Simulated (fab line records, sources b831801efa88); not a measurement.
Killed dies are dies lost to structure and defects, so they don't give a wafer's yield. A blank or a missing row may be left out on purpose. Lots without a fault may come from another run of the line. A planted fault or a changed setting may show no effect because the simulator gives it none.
fab line records | flow sky130
record lots=5 wafers=15 last_day=51
route steps=708 shown LDD_HVN@276 LDD_HVP@278 LDD_LDN@289 SPACER@304 POLY_CUT@307
lots that met no fault: from a run of the same line without faults
start_h: hours from the record's first day to the start of the lot's first wafer shown | wait_h: hours since the lot's step before | " the same as in the row above | L1.1+2: a row that stands for several wafers | - no value, or no start given | * or withheld: withheld | < > ~ a bound
route shown NAME@n: a module of which the file shows steps, and the number in the route of the first | usual: mean/standard deviation of fault-free wafers | same: alike in all rows | chamber/n: place in a boat | sites: the reading at each site | _std_site: their standard deviation | _edge_site: outer sites' mean less inner sites' | radius_mm: how far each site lies from the wafer's centre | mask NAME#n: copy n | behind: the tool/chamber that last shaped the wafer | hold: why the lot was held/for how many hours/how that ended | device: the transistor (n, p or np) that didn't switch | end of line: the same wafers' tests at the end of the route | a step without rows: its recipe alone | killed: dies lost to structure and defects at the first sort, not the wafer's yield | map: a wafer's dies, x killed, . not, _ none there
set.NAME: the setting as run; set.NAME@STEP: as run at that earlier step | model.NAME: the simulator's own value behind a step, which no gauge read
lots at some steps of the route; a table a step, a row a wafer
services: from which hour (start_h, from the record's first day; less than 0 if before it) a tool's chamber was out of use, for how many hours, and why
## steps
# step SKY_LDD_HVN_STRIP_09
# recipe chemistry=O2/N2 power_w=1400 pressure_mtorr=1500 platen_temp_c=withheld o2_flow_sccm=3000 n2_flow_sccm=300 overash_fraction=0.5
# usual chamber_pressure_mTorr=1500.0/1.4 drypump_motor_current_A=5.5/0.35 o2_flow_sccm=3001/9 oes_product_au=0.408/0.005 strip_time_to_endpoint_s=4.134/0.015
# columns lot.wafer tool chamber start_h wait_h chamber_pressure_mTorr drypump_motor_current_A o2_flow_sccm oes_product_au rf_hours_counter_h strip_time_to_endpoint_s
L078.2 plasma_asher-04 0 498.32 0.1 1500.4 5.2 2993 0.412 7 4.150
L078.4 " 0 " " 1501.1 5.2 3010 0.413 - 4.155
L078.6 " 1 " " 1499.3 5.1 3010 0.410 - 4.162
L079.2 plasma_asher-03 1 509.99 0.1 1499.8 5.6 2995 0.417 70 4.135
L079.5 " 1 " " 1499.5 5.6 3004 0.402 - 4.136
L079.6 " 0 " " 1500.0 5.7 2995 0.411 - 4.149
L080.1 plasma_asher-01 1 518.33 0.1 1499.6 6.2 3000 0.412 39 4.131
L080.5 " 0 " " 1499.9 5.3 2997 0.402 - 4.128
L080.6 " 1 " " 1498.6 6.2 3015 0.412 - 4.142
L081.1 plasma_asher-01 1 527.54 0.1 1499.9 6.2 3014 0.412 40 4.145
L081.4 " 0 " " 1498.3 5.3 2999 0.404 - 4.141
L081.5 " 1 " " 1499.3 6.2 3002 0.405 - 4.147
L097.2 plasma_asher-03 0 676.83 0.1 1503.2 5.7 2995 0.408 86 4.114
L097.4 " 1 " " 1504.0 5.6 3001 0.400 - 4.116
L097.5 " 0 " " 1500.3 5.7 2989 0.415 - 4.118
# step SKY_LDD_HVN_TW_MEAS_10
# usual LDD_HVN_TW=1438/14
# columns lot.wafer tool chamber start_h wait_h LDD_HVN_TW
L078.2 film_metro-02 - 498.43 0.1 1426
L078.4 " - " " 1428
L078.6 " - " " 1431
L079.2 film_metro-02 - 510.10 0.1 1414
L079.5 " - " " 1420
L079.6 " - " " 1424
L080.1 film_metro-03 - 518.43 0.1 1430
L080.5 " - " " 1438
L080.6 " - " " 1442
L081.1 film_metro-02 - 527.64 0.1 1422
L081.4 " - " " 1411
L081.5 " - " " 1423
L097.2 film_metro-01 - 676.94 0.1 1457
L097.4 " - " " 1463
L097.5 " - " " 1463
# step SKY_LDD_HVP_DEHYDRATE_00
# recipe temp_c=200 time_s=60
# columns lot.wafer tool chamber start_h wait_h
L078.2+4+6 litho_track-04 0 513.26 14.8
L079.2+5+6 litho_track-04 0 524.31 14.2
L080.1+5+6 litho_track-01 0 532.73 14.3
L081.1+4+5 litho_track-04 0 542.09 14.4
L097.2+4+5 litho_track-03 0 689.57 12.6
# step SKY_LDD_HVP_HMDS_01
# recipe prime_time_s=60 prime_temp_c=120
# columns lot.wafer tool chamber start_h wait_h
L078.2+4+6 litho_track-04 0 513.41 0.1
L079.2+5+6 litho_track-04 0 524.46 0.1
L080.1+5+6 litho_track-01 0 532.88 0.1
L081.1+4+5 litho_track-04 0 542.24 0.1
L097.2+4+5 litho_track-03 0 689.72 0.1
# step SKY_LDD_HVP_COAT_02
# recipe resist=NOVOLAK spin_rpm=3000 resist_thk_nm=300
# columns lot.wafer tool chamber start_h wait_h
L078.2+4+6 litho_track-04 0 513.56 0.1
L079.2+5+6 litho_track-04 0 524.61 0.1
L080.1+5+6 litho_track-01 0 533.03 0.1
L081.1+4+5 litho_track-04 0 542.39 0.1
L097.2+4+5 litho_track-03 0 689.87 0.1
# step SKY_LDD_HVP_SOFTBAKE_03
# recipe temp_c=90 time_s=60 resist=NOVOLAK
# columns lot.wafer tool chamber start_h wait_h
L078.2+4+6 litho_track-04 0 513.71 0.1
L079.2+5+6 litho_track-04 0 524.76 0.1
L080.1+5+6 litho_track-01 0 533.18 0.1
L081.1+4+5 litho_track-04 0 542.54 0.1
L097.2+4+5 litho_track-03 0 690.02 0.1
# step SKY_LDD_HVP_EXPOSE_04
# recipe mask_id=HVPTM na=0.6 source_shape=conventional sigma_outer=0.6 polarization=unpolarized target_cd_nm=700 dose_mj=86
# columns lot.wafer tool chamber start_h wait_h mask
L078.2+4+6 iline_stepper-01 0 - - HVPTM#0
L079.2+5+6 iline_stepper-02 0 - - HVPTM#0
L080.1+5+6 iline_stepper-01 0 - - HVPTM#0
L081.1+4+5 iline_stepper-01 0 - - HVPTM#0
L097.2+4+5 iline_stepper-01 0 - - HVPTM#0
# step SKY_LDD_HVP_PEB_05
# recipe temp_c=withheld time_s=* resist=NOVOLAK
# columns lot.wafer tool chamber start_h wait_h
L078.2+4+6 litho_track-01 0 - -
L079.2+5+6 litho_track-04 0 - -
L080.1+5+6 litho_track-01 0 - -
L081.1+4+5 litho_track-04 0 - -
L097.2+4+5 litho_track-03 0 - -
# step SKY_LDD_HVP_DEVELOP_06
# recipe resist=NOVOLAK developer=TMAH develop_time_s=60 dev_temp_c=23
# columns lot.wafer tool chamber start_h wait_h
L078.2+4+6 litho_track-01 0 528.61 0.1
L079.2+5+6 litho_track-04 0 539.61 0.1
L080.1+5+6 litho_track-01 0 548.13 0.1
L081.1+4+5 litho_track-04 0 557.29 0.1
L097.2+4+5 litho_track-03 0 704.72 0.1
# step SKY_LDD_HVP_OVL_MEAS_07
# usual LDD_HVP_OVL=1.6/1.9
# columns lot.wafer tool chamber start_h wait_h LDD_HVP_OVL[nm]
L078.2 overlay-01 - 528.74 0.1 -0.8
L078.4 " - " " -0.7
L078.6 " - " " 0.3
L079.2 overlay-01 - 539.74 0.1 0.7
L079.5 " - " " 0.9
L079.6 " - " " 1.8
L080.1 overlay-02 - 548.28 0.1 1.5
L080.5 " - " " 0.8
L080.6 " - " " 2.1
L081.1 overlay-01 - 557.44 0.1 2.8
L081.4 " - " " 0.7
L081.5 " - " " 2.6
L097.2 overlay-02 - 704.85 0.1 1.5
L097.4 " - " " 1.2
L097.5 " - " " 0.1
# step SKY_LDD_HVP_IMPLANT_08
# recipe species=B energy_kev=20 dose_cm2=1.7e+13 tilt_deg=17.9
# columns lot.wafer tool chamber start_h wait_h
L078.2+4+6 implanter-03 0 528.80 0.0
L079.2+5+6 implanter-04 0 539.80 0.0
L080.1+5+6 implanter-01 0 548.32 0.0
L081.1+4+5 implanter-04 0 557.47 0.0
L097.2+4+5 implanter-04 0 704.91 0.0
# step SKY_LDD_HVP_STRIP_09
# recipe chemistry=O2/N2 power_w=1400 pressure_mtorr=1500 platen_temp_c=withheld o2_flow_sccm=3000 n2_flow_sccm=300 overash_fraction=0.5
# usual chamber_pressure_mTorr=1500.0/1.4 drypump_motor_current_A=5.5/0.49 o2_flow_sccm=3000/9.3 oes_product_au=0.408/0.0048 strip_time_to_endpoint_s=4.133/0.013
# columns lot.wafer tool chamber start_h wait_h chamber_pressure_mTorr drypump_motor_current_A o2_flow_sccm oes_product_au rf_hours_counter_h strip_time_to_endpoint_s
L078.2 plasma_asher-02 1 528.92 0.1 1499.1 5.1 2998 0.421 82 4.144
L078.4 " 0 " " 1498.5 6.2 3012 0.413 - 4.123
L078.6 " 1 " " 1496.2 5.1 3008 0.398 - 4.136
L079.2 plasma_asher-02 1 539.92 0.1 1499.5 5.1 2989 0.402 83 4.113
L079.5 " 1 " " 1501.2 5.1 2978 0.406 - 4.122
L079.6 " 0 " " 1498.6 6.2 3000 0.405 - 4.128
L080.1 plasma_asher-02 1 548.47 0.1 1499.7 5.1 3001 0.412 84 4.154
L080.5 " 0 " " 1502.3 6.2 3006 0.407 - 4.147
L080.6 " 1 " " 1501.1 5.1 3015 0.420 - 4.145
L081.1 plasma_asher-04 0 557.62 0.1 1501.3 5.2 3007 0.414 13 4.126
L081.4 " 0 " " 1501.3 5.2 3014 0.409 - 4.138
L081.5 " 1 " " 1498.5 5.1 2994 0.414 - 4.148
L097.2 plasma_asher-02 1 705.03 0.1 1499.9 5.1 2998 0.410 100 4.130
L097.4 " 0 " " 1498.8 6.3 2996 0.407 - 4.129
L097.5 " 0 " " 1501.4 6.3 3003 0.409 - 4.122
# step SKY_LDD_HVP_TW_MEAS_10
# usual LDD_HVP_TW=460.0/2.9
# columns lot.wafer tool chamber start_h wait_h LDD_HVP_TW
L078.2 film_metro-01 - 529.03 0.1 457.6
L078.4 " - " " 458.8
L078.6 " - " " 457.9
L079.2 film_metro-01 - 540.03 0.1 458.5
L079.5 " - " " 458.8
L079.6 " - " " 458.7
L080.1 film_metro-03 - 548.57 0.1 457.1
L080.5 " - " " 455.1
L080.6 " - " " 455.3
L081.1 film_metro-03 - 557.74 0.1 462.2
L081.4 " - " " 459.7
L081.5 " - " " 457.8
L097.2 film_metro-04 - 705.14 0.1 459.7
L097.4 " - " " 461.3
L097.5 " - " " 458.9
# step SKY_LDD_LDN_DEHYDRATE_00
# recipe temp_c=200 time_s=60
# columns lot.wafer tool chamber start_h wait_h
L078.2+4+6 litho_track-03 0 543.42 14.4
L079.2+5+6 litho_track-02 0 554.43 14.4
L080.1+5+6 litho_track-02 0 562.30 13.7
L081.1+4+5 litho_track-02 0 571.95 14.2
L097.2+4+5 litho_track-02 0 716.88 11.7
# step SKY_LDD_LDN_HMDS_01
# recipe prime_time_s=60 prime_temp_c=120
# columns lot.wafer tool chamber start_h wait_h
L078.2+4+6 litho_track-03 0 543.57 0.1
L079.2+5+6 litho_track-02 0 554.58 0.1
L080.1+5+6 litho_track-02 0 562.45 0.1
L081.1+4+5 litho_track-02 0 572.10 0.1
L097.2+4+5 litho_track-02 0 717.03 0.1
# step SKY_LDD_LDN_COAT_02
# recipe resist=NOVOLAK spin_rpm=3000 resist_thk_nm=1140
# columns lot.wafer tool chamber start_h wait_h
L078.2+4+6 litho_track-03 0 543.72 0.1
L079.2+5+6 litho_track-02 0 554.73 0.1
L080.1+5+6 litho_track-02 0 562.60 0.1
L081.1+4+5 litho_track-02 0 572.25 0.1
L097.2+4+5 litho_track-02 0 717.18 0.1
# step SKY_LDD_LDN_SOFTBAKE_03
# recipe temp_c=90 time_s=60 resist=NOVOLAK
# columns lot.wafer tool chamber start_h wait_h
L078.2+4+6 litho_track-03 0 543.87 0.1
L079.2+5+6 litho_track-02 0 554.88 0.1
L080.1+5+6 litho_track-02 0 562.75 0.1
L081.1+4+5 litho_track-02 0 572.40 0.1
L097.2+4+5 litho_track-02 0 717.33 0.1
# step SKY_LDD_LDN_EXPOSE_04
# recipe mask_id=LDNTM na=0.6 source_shape=conventional sigma_outer=0.6 polarization=unpolarized target_cd_nm=700 dose_mj=140
# columns lot.wafer tool chamber start_h wait_h mask
L078.2+4+6 iline_stepper-01 0 - - LDNTM#0
L079.2+5+6 iline_stepper-02 0 - - LDNTM#0
L080.1+5+6 iline_stepper-02 0 - - LDNTM#0
L081.1+4+5 iline_stepper-02 0 - - LDNTM#0
L097.2+4+5 iline_stepper-01 0 - - LDNTM#0
# step SKY_LDD_LDN_PEB_05
# recipe temp_c=withheld time_s=* resist=NOVOLAK
# columns lot.wafer tool chamber start_h wait_h
L078.2+4+6 litho_track-03 0 - -
L079.2+5+6 litho_track-03 0 - -
L080.1+5+6 litho_track-03 0 - -
L081.1+4+5 litho_track-01 0 - -
L097.2+4+5 litho_track-01 0 - -
# step SKY_LDD_LDN_DEVELOP_06
# recipe resist=NOVOLAK developer=TMAH develop_time_s=60 dev_temp_c=23
# columns lot.wafer tool chamber start_h wait_h
L078.2+4+6 litho_track-03 0 558.87 0.1
L079.2+5+6 litho_track-03 0 570.02 0.1
L080.1+5+6 litho_track-03 0 577.60 0.1
L081.1+4+5 litho_track-01 0 586.68 0.1
L097.2+4+5 litho_track-01 0 732.06 0.1
# step SKY_LDD_LDN_OVL_MEAS_07
# usual LDD_LDN_OVL=1.6/1.3
# columns lot.wafer tool chamber start_h wait_h LDD_LDN_OVL[nm]
L078.2 overlay-01 - 559.00 0.1 3.2
L078.4 " - " " 3.1
L078.6 " - " " 3.1
L079.2 overlay-02 - 570.15 0.1 1.4
L079.5 " - " " 2.1
L079.6 " - " " 0.0
L080.1 overlay-02 - 577.75 0.1 1.2
L080.5 " - " " 0.5
L080.6 " - " " 0.0
L081.1 overlay-01 - 586.83 0.1 3.5
L081.4 " - " " 3.3
L081.5 " - " " 2.8
L097.2 overlay-01 - 732.19 0.1 2.1
L097.4 " - " " 3.3
L097.5 " - " " 1.5
# step SKY_LDD_LDN_IMPLANT_08
# recipe species=As energy_kev=15 dose_cm2=1.25e+13 tilt_deg=withheld rotation_deg=23
# columns lot.wafer tool chamber start_h wait_h
L078.2+4+6 implanter-04 0 559.06 0.0
L079.2+5+6 implanter-04 0 570.21 0.0
L080.1+5+6 implanter-03 0 577.78 0.0
L081.1+4+5 implanter-03 0 586.87 0.0
L097.2+4+5 implanter-02 0 732.25 0.0
# step SKY_LDD_LDN_IMPLANT_09
# recipe species=As energy_kev=15 dose_cm2=1.25e+13 tilt_deg=withheld rotation_deg=113
# columns lot.wafer tool chamber start_h wait_h
L078.2+4+6 implanter-04 0 559.21 0.1
L079.2+5+6 implanter-04 0 570.36 0.1
L080.1+5+6 implanter-03 0 577.93 0.1
L081.1+4+5 implanter-03 0 587.02 0.1
L097.2+4+5 implanter-02 0 732.40 0.1
# step SKY_LDD_LDN_IMPLANT_10
# recipe species=As energy_kev=15 dose_cm2=1.25e+13 tilt_deg=withheld rotation_deg=203
# columns lot.wafer tool chamber start_h wait_h
L078.2+4+6 implanter-04 0 559.36 0.1
L079.2+5+6 implanter-04 0 570.51 0.1
L080.1+5+6 implanter-03 0 578.08 0.1
L081.1+4+5 implanter-03 0 587.17 0.1
L097.2+4+5 implanter-02 0 732.55 0.1
# step SKY_LDD_LDN_IMPLANT_11
# recipe species=As energy_kev=15 dose_cm2=1.25e+13 tilt_deg=withheld rotation_deg=293
# columns lot.wafer tool chamber start_h wait_h
L078.2+4+6 implanter-04 0 559.51 0.1
L079.2+5+6 implanter-04 0 570.66 0.1
L080.1+5+6 implanter-03 0 578.23 0.1
L081.1+4+5 implanter-03 0 587.32 0.1
L097.2+4+5 implanter-02 0 732.70 0.1
# step SKY_LDD_LDN_STRIP_12
# recipe chemistry=O2/N2 power_w=1400 pressure_mtorr=1500 platen_temp_c=withheld o2_flow_sccm=3000 n2_flow_sccm=300 overash_fraction=0.5
# usual chamber_pressure_mTorr=1500.0/1.3 drypump_motor_current_A=5.5/0.41 o2_flow_sccm=2999/9.5 oes_product_au=0.716/0.005 strip_time_to_endpoint_s=14.18/0.03
# columns lot.wafer tool chamber start_h wait_h chamber_pressure_mTorr drypump_motor_current_A o2_flow_sccm oes_product_au rf_hours_counter_h strip_time_to_endpoint_s
L078.2 plasma_asher-02 1 559.63 0.1 1499.6 5.1 3006 0.714 85 14.14
L078.4 " 0 " " 1498.6 6.3 3008 0.722 - 14.15
L078.6 " 1 " " 1502.3 5.1 2998 0.722 - 14.18
L079.2 plasma_asher-02 1 570.78 0.1 1499.0 5.1 2990 0.711 86 14.23
L079.5 " 1 " " 1499.6 5.2 3001 0.714 - 14.19
L079.6 " 0 " " 1499.2 6.3 3003 0.713 - 14.16
L080.1 plasma_asher-03 1 578.38 0.1 1498.3 5.6 3005 0.724 77 14.23
L080.5 " 0 " " 1499.8 5.7 3023 0.713 - 14.18
L080.6 " 1 " " 1498.1 5.6 2983 0.716 - 14.20
L081.1 plasma_asher-03 1 587.47 0.1 1499.2 5.6 3001 0.717 78 14.17
L081.4 " 1 " " 1498.4 5.6 3009 0.711 - 14.18
L081.5 " 0 " " 1498.8 5.7 2986 0.705 - 14.19
L097.2 plasma_asher-02 0 732.82 0.1 1499.2 6.3 2964 0.711 103 14.19
L097.4 " 1 " " 1501.6 5.1 3017 0.714 - 14.19
L097.5 " 0 " " 1500.6 6.2 2983 0.709 - 14.17
# step SKY_LDD_LDN_TW_MEAS_13
# usual LDD_LDN_TW=1492/13
# columns lot.wafer tool chamber start_h wait_h LDD_LDN_TW
L078.2 film_metro-04 - 559.74 0.1 1489
L078.4 " - " " 1492
L078.6 " - " " 1492
L079.2 film_metro-04 - 570.89 0.1 1487
L079.5 " - " " 1487
L079.6 " - " " 1489
L080.1 film_metro-04 - 578.48 0.1 1491
L080.5 " - " " 1485
L080.6 " - " " 1493
L081.1 film_metro-04 - 587.57 0.1 1498
L081.4 " - " " 1493
L081.5 " - " " 1488
L097.2 film_metro-01 - 732.93 0.1 1495
L097.4 " - " " 1491
L097.5 " - " " 1499
# step SKY_LDD_LDN_CLEAN_14
# recipe chemistry=SC1/SC2 mix=1:4:20 temp_c=70 time_s=150 dry=n2_spin
# usual bath_guard_temp_C=70.0/0.56 temp_c=70.01/0.11
# columns lot.wafer tool chamber start_h wait_h bath_guard_temp_C temp_c
L078.2 wet_bench-01 2 559.79 0.0 69.8 70.00
L078.4 " 2 " " 69.8 70.01
L078.6 " 2 " " 69.8 69.96
L079.2 wet_bench-03 0 570.94 0.0 70.1 69.93
L079.5 " 0 " " 70.0 70.03
L079.6 " 0 " " 70.0 70.03
L080.1 wet_bench-02 3 578.54 0.1 70.1 70.08
L080.5 " 3 " " 70.3 70.22
L080.6 " 3 " " 70.1 70.05
L081.1 wet_bench-02 2 587.63 0.1 70.7 69.97
L081.4 " 2 " " 70.5 69.99
L081.5 " 2 " " 70.4 69.91
L097.2 wet_bench-03 2 732.98 0.0 69.2 70.05
L097.4 " 2 " " 69.4 70.16
L097.5 " 2 " " 69.2 69.94
# step SKY_SPACER_CVD_00
# recipe material=Si3N4 precursor=DCS/NH3 target_thk_nm=43.1 temp_c=770 time_s=740 pressure_mtorr=250
# usual zone_power_bottom_pct=24.3/1.3 zone_power_centre_pct=14.85/0.21
# columns lot.wafer tool chamber start_h wait_h zone_power_bottom_pct zone_power_centre_pct
L078.2 lpcvd-02 1 560.09 0.3 22.1 15.08
L078.4 " 1 " " 22.3 15.04
L078.6 " 1 " " 22.3 15.24
L079.2 lpcvd-02 1 571.00 0.0 22.5 14.85
L079.5 " 1 " " 22.1 15.20
L079.6 " 1 " " 22.2 15.16
L080.1 lpcvd-02 0 578.59 0.0 24.9 15.06
L080.5 " 0 " " 25.0 14.64
L080.6 " 0 " " 25.2 14.87
L081.1 lpcvd-02 1 589.01 1.3 22.2 15.22
L081.4 " 1 " " 22.0 15.14
L081.5 " 1 " " 22.7 15.12
L097.2 lpcvd-02 1 745.24 12.2 22.3 14.88
L097.4 " 1 " " 22.5 14.98
L097.5 " 1 " " 22.7 15.25
# step SKY_SPACER_THK_MEAS_01
# recipe reads=Si3N4_of_SPACER_CVD_00
# usual SPACER_CVD_00_THK=43.1/0.46
# columns lot.wafer tool chamber start_h wait_h SPACER_CVD_00_THK[nm]
L078.2 film_metro-04 - 561.31 0.0 43.6
L078.4 " - " " 43.6
L078.6 " - " " 43.4
L079.2 film_metro-03 - 572.21 0.0 43.2
L079.5 " - " " 43.5
L079.6 " - " " 43.2
L080.1 film_metro-04 - 579.80 0.0 43.7
L080.5 " - " " 44.1
L080.6 " - " " 44.1
L081.1 film_metro-04 - 590.82 0.0 43.0
L081.4 " - " " 42.5
L081.5 " - " " 42.8
L097.2 film_metro-04 - 746.46 0.0 42.8
L097.4 " - " " 43.1
L097.5 " - " " 43.0
# step SKY_SPACER_ETCHBACK_02
# recipe chemistry=CH3F/O2 target=Si3N4 stop_on=SiO2 source_w=400 bias_w=80 pressure_mtorr=25 ch3f_flow_sccm=40 O2_flow_sccm=30 time_s=46.7 target_depth_a=450
# usual chamber_pressure_mTorr=25.001/0.024 drypump_motor_current_A=5.7/0.48 oes_product_au=0.855/0.0065 rf_fwd_power_W=396.2/1.6 throttle_valve_pct=10.563/0.0085
# columns lot.wafer tool chamber start_h wait_h chamber_pressure_mTorr drypump_motor_current_A oes_product_au rf_fwd_power_W rf_hours_counter_h throttle_valve_pct
L078.2 rie_diel-02 1 561.36 0.0 24.997 6.2 0.863 393.8 59 10.570
L078.4 " 3 " " 24.985 6.4 0.854 394.9 38 10.556
L078.6 " 3 " " 25.043 6.4 0.870 395.1 - 10.554
L079.2 rie_diel-04 3 572.26 0.0 25.007 5.6 0.859 396.1 1 10.566
L079.5 " 1 " " 24.975 4.9 0.872 396.4 - 10.568
L079.6 " 2 " " 24.997 5.4 0.857 396.0 - 10.561
L080.1 rie_diel-02 1 579.86 0.1 24.980 6.2 0.858 393.9 59 10.579
L080.5 " 3 " " 25.015 6.4 0.860 398.6 - 10.568
L080.6 " 2 " " 25.013 5.4 0.860 393.1 - 10.562
L081.1 rie_diel-04 1 590.88 0.1 24.984 4.9 0.850 396.2 8 10.556
L081.4 " 3 " " 24.995 5.6 0.848 394.6 2 10.553
L081.5 " 3 " " 25.053 5.6 0.859 394.9 - 10.575
L097.2 rie_diel-02 1 746.51 0.0 24.982 6.2 0.852 394.3 1 10.585
L097.4 " 3 " " 25.045 6.4 0.858 396.4 42 10.562
L097.5 " 3 " " 25.007 6.4 0.852 395.5 - 10.558
# step SKY_POLY_CUT_DEHYDRATE_00
# recipe temp_c=200 time_s=60
# columns lot.wafer tool chamber start_h wait_h
L078.2+4+6 litho_track-01 0 575.41 14.0
L079.2+5+6 litho_track-02 0 586.28 14.0
L080.1+5+6 litho_track-01 0 592.88 13.0
L081.1+4+5 litho_track-02 0 605.10 14.2
L097.2+4+5 litho_track-01 0 758.46 11.9
# step SKY_POLY_CUT_HMDS_01
# recipe prime_time_s=60 prime_temp_c=120
# columns lot.wafer tool chamber start_h wait_h
L078.2+4+6 litho_track-01 0 575.56 0.1
L079.2+5+6 litho_track-02 0 586.43 0.1
L080.1+5+6 litho_track-01 0 593.03 0.1
L081.1+4+5 litho_track-02 0 605.25 0.1
L097.2+4+5 litho_track-01 0 758.61 0.1
# step SKY_POLY_CUT_COAT_02
# recipe resist=BARC temp_c=withheld time_s=withheld spin_rpm=3000 resist_thk_nm=60
# columns lot.wafer tool chamber start_h wait_h
L078.2+4+6 litho_track-01 0 575.71 0.1
L079.2+5+6 litho_track-02 0 586.58 0.1
L080.1+5+6 litho_track-01 0 593.18 0.1
L081.1+4+5 litho_track-02 0 605.40 0.1
L097.2+4+5 litho_track-01 0 758.76 0.1
# step SKY_POLY_CUT_COAT_03
# recipe resist=KrF-thick spin_rpm=3000 resist_thk_nm=450
# columns lot.wafer tool chamber start_h wait_h
L078.2+4+6 litho_track-01 0 - -
L079.2+5+6 litho_track-02 0 - -
L080.1+5+6 litho_track-01 0 - -
L081.1+4+5 litho_track-02 0 - -
L097.2+4+5 litho_track-01 0 - -
# step SKY_POLY_CUT_SOFTBAKE_04
# recipe temp_c=100 time_s=90 resist=KrF-thick
# columns lot.wafer tool chamber start_h wait_h
L078.2+4+6 litho_track-01 0 - -
L079.2+5+6 litho_track-02 0 - -
L080.1+5+6 litho_track-01 0 - -
L081.1+4+5 litho_track-02 0 - -
L097.2+4+5 litho_track-01 0 - -
# step SKY_POLY_CUT_EXPOSE_05
# recipe mask_id=NPCM na=0.8 source_shape=annular sigma_inner=0.55 sigma_outer=0.85 target_cd_nm=270 dose_mj=32
# columns lot.wafer tool chamber start_h wait_h mask
L078.2+4+6 krf_scanner-01 0 - - NPCM#0
L079.2+5+6 krf_scanner-02 0 - - NPCM#0
L080.1+5+6 krf_scanner-01 0 - - NPCM#0
L081.1+4+5 krf_scanner-01 0 - - NPCM#0
L097.2+4+5 krf_scanner-02 0 - - NPCM#0
# step SKY_POLY_CUT_PEB_06
# recipe peb_temp_c=withheld peb_time_s=withheld resist=KrF-thick
# columns lot.wafer tool chamber start_h wait_h
L078.2+4+6 litho_track-02 0 - -
L079.2+5+6 litho_track-02 0 - -
L080.1+5+6 litho_track-01 0 - -
L081.1+4+5 litho_track-01 0 - -
L097.2+4+5 litho_track-04 0 - -
# step SKY_POLY_CUT_DEVELOP_07
# recipe develop_time_s=60 resist=KrF-thick dev_temp_c=21
# columns lot.wafer tool chamber start_h wait_h
L078.2+4+6 litho_track-02 0 - -
L079.2+5+6 litho_track-02 0 - -
L080.1+5+6 litho_track-01 0 - -
L081.1+4+5 litho_track-01 0 - -
L097.2+4+5 litho_track-04 0 - -
# step SKY_POLY_CUT_CD_MEAS_08
# recipe target_cd_nm=270
# usual cd_nm=269.8/1.7
# columns lot.wafer tool chamber start_h wait_h cd_nm
L078.2 cd_sem-02 - 590.67 - 269.9
L078.4 " - " " 269.1
L078.6 " - " " 268.0
L079.2 cd_sem-01 - 600.87 - 271.6
L079.5 " - " " 273.1
L079.6 " - " " 270.9
L080.1 cd_sem-02 - 608.98 - 270.7
L080.5 " - " " 269.8
L080.6 " - " " 268.2
L081.1 cd_sem-02 - 620.43 - 267.1
L081.4 " - " " 267.8
L081.5 " - " " 268.4
L097.2 cd_sem-01 - 774.21 - 271.3
L097.4 " - " " 271.9
L097.5 " - " " 271.5
# step SKY_POLY_CUT_OVL_MEAS_09
# usual POLY_CUT_OVL=-3/5.9
# columns lot.wafer tool chamber start_h wait_h POLY_CUT_OVL[nm]
L078.2 overlay-01 - 590.78 0.1 -7
L078.4 " - " " -11
L078.6 " - " " -13
L079.2 overlay-02 - 600.98 0.1 -2
L079.5 " - " " -7
L079.6 " - " " -1
L080.1 overlay-02 - 609.10 0.1 -7
L080.5 " - " " -10
L080.6 " - " " -5
L081.1 overlay-02 - 620.55 0.1 -13
L081.4 " - " " -5
L081.5 " - " " -6
L097.2 overlay-01 - 774.32 0.1 -2
L097.4 " - " " 10
L097.5 " - " " -5
# step SKY_POLY_CUT_ETCH_10
# recipe chemistry=N2/H2 target=BARC ion_energy_ev=200 source_w=500 bias_w=100 pressure_mtorr=30 n2_flow_sccm=100 h2_flow_sccm=200 stop_on=SiO2 time_s=45.9 target_depth_a=600
# usual chamber_pressure_mTorr=30.00/0.034 drypump_motor_current_A=5.8/0.38 h2_flow_sccm=200.0/0.58 oes_product_au=0.855/0.0043 rf_fwd_power_W=494.8/2.2 throttle_valve_pct=13.225/0.0093
# columns lot.wafer tool chamber start_h wait_h chamber_pressure_mTorr drypump_motor_current_A h2_flow_sccm oes_product_au rf_fwd_power_W rf_hours_counter_h throttle_valve_pct
L078.2 rie_diel-01 2 590.81 0.0 29.99 5.9 199.7 0.849 497.7 14 13.214
L078.4 " 1 " " 29.99 5.9 198.7 0.858 497.2 8 13.233
L078.6 " 1 " " 30.05 5.9 200.3 0.855 496.3 - 13.220
L079.2 rie_diel-01 0 601.01 0.0 30.04 5.6 200.8 0.859 491.4 6 13.221
L079.5 " 2 " " 29.97 5.9 200.1 0.854 497.4 - 13.225
L079.6 " 3 " " 29.98 5.9 199.2 0.854 492.6 - 13.224
L080.1 rie_diel-04 1 609.14 0.0 30.04 4.9 200.3 0.863 496.1 9 13.219
L080.5 " 3 " " 30.00 5.6 199.8 0.854 496.7 - 13.220
L080.6 " 2 " " 29.97 5.4 199.9 0.851 498.6 - 13.221
L081.1 rie_diel-04 2 620.59 0.0 29.99 5.4 200.0 0.851 496.6 11 13.232
L081.4 " 1 " " 30.05 4.9 200.1 0.850 495.2 9 13.201
L081.5 " 0 " " 29.97 5.3 198.3 0.851 496.6 - 13.231
L097.2 rie_diel-02 1 774.35 0.0 30.02 6.3 199.2 0.854 489.5 2 13.236
L097.4 " 0 " " 30.06 6.1 200.0 0.858 497.0 - 13.226
L097.5 " 2 " " 29.99 5.4 199.2 0.857 491.3 - 13.236
## services
# columns tool chamber start_h hours kind
plasma_asher-02 - 489.08 8.1 repair
rie_diel-04 2 489.13 5.2 repair
rie_diel-04 2 512.38 11.4 repair
rie_diel-04 3 519.84 4.3 repair
implanter-04 - 520.52 10.4 repair
implanter-03 - 523.79 3.9 repair
implanter-02 - 532.48 1.7 repair
rie_diel-04 2 535.93 11.7 repair
implanter-02 - 547.76 19.5 pm
rie_diel-04 2 549.98 9.6 repair
rie_diel-04 1 552.43 8.3 repair
iline_stepper-01 - 559.31 1.7 pm
implanter-03 - 565.69 6.3 repair
plasma_asher-03 - 571.94 4.1 repair
implanter-02 - 573.48 1.4 repair
iline_stepper-01 - 586.00 3.8 repair
plasma_asher-02 - 618.76 0.7 repair
implanter-03 - 626.24 1.5 repair
implanter-03 - 648.35 10.5 repair
lpcvd-02 - 710.08 14.6 pm
lpcvd-02 - 729.38 14.8 repair
plasma_asher-02 - 733.80 9.0 pm
lpcvd-02 - 753.21 2.8 pm
iline_stepper-01 - 764.59 1.7 repair
## key
fault none
